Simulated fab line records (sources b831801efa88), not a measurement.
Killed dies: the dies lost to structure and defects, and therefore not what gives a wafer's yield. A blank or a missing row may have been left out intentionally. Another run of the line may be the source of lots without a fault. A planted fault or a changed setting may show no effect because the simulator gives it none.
Chamber matching | flow gf180mcu | GF_CONTACT_CMP_04 on cmp-01: 4 sister chambers
The step polishes SiO2. 8 wafers are shown with their chamber, then 9 later ones without.

WAFERS, EACH WITH ITS CHAMBER
wafer  | chamber | motor current A (A) | time to endpoint s (s)
L645.4 | 2       | 13.1                | 112
L646.2 | 3       | 13.3                | 115
L647.1 | 3       | 13.8                | 114
L647.3 | 1       | 12.9                | 104
L647.4 | 0       | 12.7                | 110
L652.1 | 2       | 13.5                | 108
L652.3 | 1       | 12.9                | 108
L652.4 | 0       | 12.1                | 111

WAFERS WITH NO CHAMBER GIVEN
wafer  | motor current A (A) | time to endpoint s (s)
L655.1 | 14.0                | 105
L655.3 | 13.7                | 104
L655.5 | 13.2                | 111
L657.2 | 12.6                | 108
L657.3 | 13.0                | 114
L657.6 | 12.1                | 110
L664.2 | 13.0                | 117
L664.3 | 13.9                | 105
L664.5 | 13.5                | 110

CHAMBER TAKEN BY EACH
wafer  | from the rows above          | in truth
L655.1 | can't be placed: 2 or 1 or 3 | 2
L655.3 | can't be placed: 1 or 2      | 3
L655.5 | can't be placed: 2 or 3      | 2
L657.2 | can't be placed: 1 or 0 or 2 | 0
L657.3 | can't be placed: 3 or 2 or 0 | 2
L657.6 | 0                            | 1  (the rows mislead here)
L664.2 | can't be placed: 3 or 2 or 0 | 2
L664.3 | can't be placed: 2 or 1 or 3 | 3
L664.5 | can't be placed: 2 or 3      | 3
Placed correctly: 0 of 9. Can't be placed from these rows: 8 (the true chamber is among the candidates in 7). Wrongly placed: 1.
How it was worked out, from the rows above alone: a wafer's distance from a chamber is the root of the sum, over the readings, of the square of ((its reading less the chamber's mean) divided by the reading's scatter). The wafer belongs to the nearest chamber; if the next one is less than 2 further off, it can't be placed. Each chamber's mean is taken over the wafers shown for it. The scatter: the root of (the sum of the squares of (reading less its chamber's mean) over the shown wafers, divided by (wafers less chambers)).
